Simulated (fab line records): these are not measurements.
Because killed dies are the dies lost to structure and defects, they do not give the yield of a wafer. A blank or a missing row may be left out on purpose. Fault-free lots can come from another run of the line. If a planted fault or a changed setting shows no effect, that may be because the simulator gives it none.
Chamber matching	flow gf180mcu	pecvd-01 running GF_V3_CVD_02: 3 sister chambers
The step deposits SiO2 from TEOS, target thk 850 nm, time 94.851 s. 17 wafers are shown with their chamber, then 8 later ones without.

== EACH WAFER AND ITS CHAMBER ==
wafer	chamber	heater_power_w (W)	run_length_s (s)
L410.1	1	449	122.9
L410.2	0	596	123.4
L410.4	2	798	122.7
L411.2	2	781	123.1
L411.5	0	604	123.9
L411.6	2	826	123.4
L412.1	2	781	122.7
L412.2	1	540	122.9
L412.3	0	540	123.3
L413.4	1	525	122.5
L413.5	2	676	123.3
L415.1	2	761	123.0
L415.3	1	560	122.6
L424.1	0	584	123.5
L424.4	0	623	123.5
L424.6	1	528	122.5
L425.2	2	808	122.7

SIGNATURES (means of the wafers above)
reading	chamber 0	chamber 1	chamber 2	scatter within a chamber
heater_power_w	589.40	520.40	775.86	42.5
run_length_s	123.520	122.680	122.986	0.254
Rule: distance of a wafer from a chamber = root of the sum over the readings of ((wafer's reading minus chamber's mean) / reading's scatter) squared. The wafer belongs to the nearest chamber; if the next one is less than 2 further off, it can't be placed. The scatter is the square root of a quotient: the sum, over the shown wafers, of each reading's squared deviation from its chamber's mean, divided by wafers minus chambers.

== WAFERS WHOSE CHAMBER IS MISSING ==
wafer	heater_power_w (W)	run_length_s (s)
L425.3	498	123.1
L425.6	677	123.1
L426.2	825	123.1
L426.5	497	123.4
L426.6	503	122.9
L431.1	545	123.5
L431.5	807	123.0
L431.6	439	122.7

== WHICH CHAMBER EACH ONE RAN IN ==
wafer	from the rows above	in truth
L425.3	can't be placed: 1 or 0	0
L425.6	can't be placed: 2 or 0 or 1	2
L426.2	2	2
L426.5	can't be placed: 0 or 1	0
L426.6	1	1
L431.1	0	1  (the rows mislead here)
L431.5	2	2
L431.6	1	1
4 of 8 placed correctly. Cannot be placed on the basis of these rows: 3; the candidates contain the true chamber in 3. 1 placed wrongly.
